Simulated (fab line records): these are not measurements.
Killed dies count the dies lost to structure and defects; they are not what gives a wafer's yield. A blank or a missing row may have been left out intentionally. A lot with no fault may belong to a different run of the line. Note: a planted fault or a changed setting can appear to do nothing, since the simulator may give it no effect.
A struck lot beside a sound one ; flow sky130 ; 16 out of 708 route steps
Sound: wafers L585.1, L585.5, L585.6. Wafers L592.1, L592.3, L592.4 were the ones struck. At the end, the cause is stated.
Per side, at each step with rows, come the tool, then ch with its chambers, and then its first start. Under that, the readings that differ: sound wafers ; struck wafers ; difference of the means ; sigmas: that difference in standard deviations of wafers without a fault.
alike: readings whose means differ by less than 2 such deviations, and words and numbers that are the same on both sides. not compared: withheld readings, readings that some wafer has no value for, bounds like >300 that may hide the same value, and numbers for which the record gives no deviation and whose values overlap.
The two part at a step that has a row with sigmas, a row that says differs or no value, or rows on one side only. When numbers do not overlap yet have no deviation, they are printed without sigmas and do not part them. A reading that every wafer of one side lacks parts them only if that side has two wafers or more.

SKY_LDD_P_OVL_MEAS_08:
  struck on overlay-01, day 22 13:50; sound on overlay-01, day 20 01:11
  alike: LDD_P_OVL
after that, 1 step had no rows for these wafers: SKY_LDD_P_IMPLANT_09.
SKY_LDD_P_STRIP_10: strips in O2/N2.
  sound on plasma_asher-02 ch 0,1, day 20 01:22; struck on plasma_asher-02 ch 0,1, day 22 14:01
  alike: drypump_motor_current_A, oes_product_au, strip_time_to_endpoint_s
  not compared: rf_hours_counter_h
SKY_LDD_P_TW_MEAS_11:
  struck on film_metro-01, day 22 14:07; sound on film_metro-03, day 20 01:28
  alike: LDD_P_TW
then, 7 steps without rows for these wafers: SKY_LDD_HVN_DEHYDRATE_00 (time 60 s); SKY_LDD_HVN_HMDS_01 (prime time 60 s); SKY_LDD_HVN_COAT_02 (resist thk 300 nm); SKY_LDD_HVN_SOFTBAKE_03 (time 60 s); SKY_LDD_HVN_EXPOSE_04 (exposes mask HVNTM, target cd 700 nm); SKY_LDD_HVN_PEB_05; SKY_LDD_HVN_DEVELOP_06 (develop time 60 s).
SKY_LDD_HVN_OVL_MEAS_07:
  struck on overlay-01, day 23 19:40; sound on overlay-01, day 21 08:25
  alike: LDD_HVN_OVL
SKY_LDD_HVN_IMPLANT_08:
  sound on implanter-04 ch 0, day 21 08:27; struck on implanter-04 ch 0, day 23 19:42
reading;sound;struck;difference;sigmas
beam_energy_keV;59.992 59.995 60.007;40.887 40.863 40.899;-19.115;-99 or more
model.implant.rp_nm (nm);55.38 55.38 55.38;38.39 38.39 38.39;-16.99;
model.implant.drp_nm (nm);28.15 28.15 28.15;20.3 20.3 20.3;-7.8;
SKY_LDD_HVN_STRIP_09: strips in O2/N2.
  sound on plasma_asher-01 ch 0,1, day 21 08:36; struck on plasma_asher-03 ch 0,1, day 23 19:51
  alike: drypump_motor_current_A, oes_product_au, strip_time_to_endpoint_s
  not compared: rf_hours_counter_h
SKY_LDD_HVN_TW_MEAS_10:
  struck on film_metro-03, day 23 20:11; sound on film_metro-01, day 21 08:42
reading;sound;struck;difference;sigmas
LDD_HVN_TW;1456 1455 1457;1302 1300 1303;-154;-10
  not compared: hold
-- a jump in the record: the struck wafers' starts before and after are 25 days apart (it breaks off in module LDD_HVN and resumes in module PAD_OPEN, where the first step shown is number 708 of the route) --
SKY_PAD_OPEN_PROBE_99:
  struck on prober-02, day 48 08:29; sound on prober-01, day 46 18:02
reading;sound;struck;difference;sigmas
model.etest.tip_n_5v.rs_ohm_sq;1399 1409 1402;1667 1657 1664;+259;
model.etest.nfet_g5v0d10v5.r_on_ohm_um;1858 1839 1872;1974 1953 1991;+116;
model.etest.nfet_g5v0d10v5.drive_ua_um;608.4 610.4 603.2;573.9 576.8 567;-34.8;
model.etest.ring_5v.delay_ps;44.21 44.1 44.53;45.01 44.72 45.39;+0.76;
model.etest.nfet_g5v0d10v5.vt_sat_v (V);0.7618 0.7582 0.7626;0.8165 0.8073 0.8212;+0.0541;
model.etest.nfet_g5v0d10v5.vt_v (V);0.8226 0.819 0.8217;0.8624 0.8543 0.868;+0.0405;
  alike: killed_at_M0_to_M3, killed_at_M4_up, killed_at_contacts, killed_at_front_end, killed_at_other, killed_dies, killed_open, killed_short

== WHERE THEY PART ==
At SKY_LDD_HVN_IMPLANT_08 first; at SKY_LDD_HVN_TW_MEAS_10 last (within this record only). Later steps at which nothing parts them and some readings are alike: SKY_PAD_OPEN_PROBE_99.

WHY: the cause the simulator had injected
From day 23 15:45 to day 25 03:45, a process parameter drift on implanter-04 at SKY_LDD_HVN_IMPLANT_08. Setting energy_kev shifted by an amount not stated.
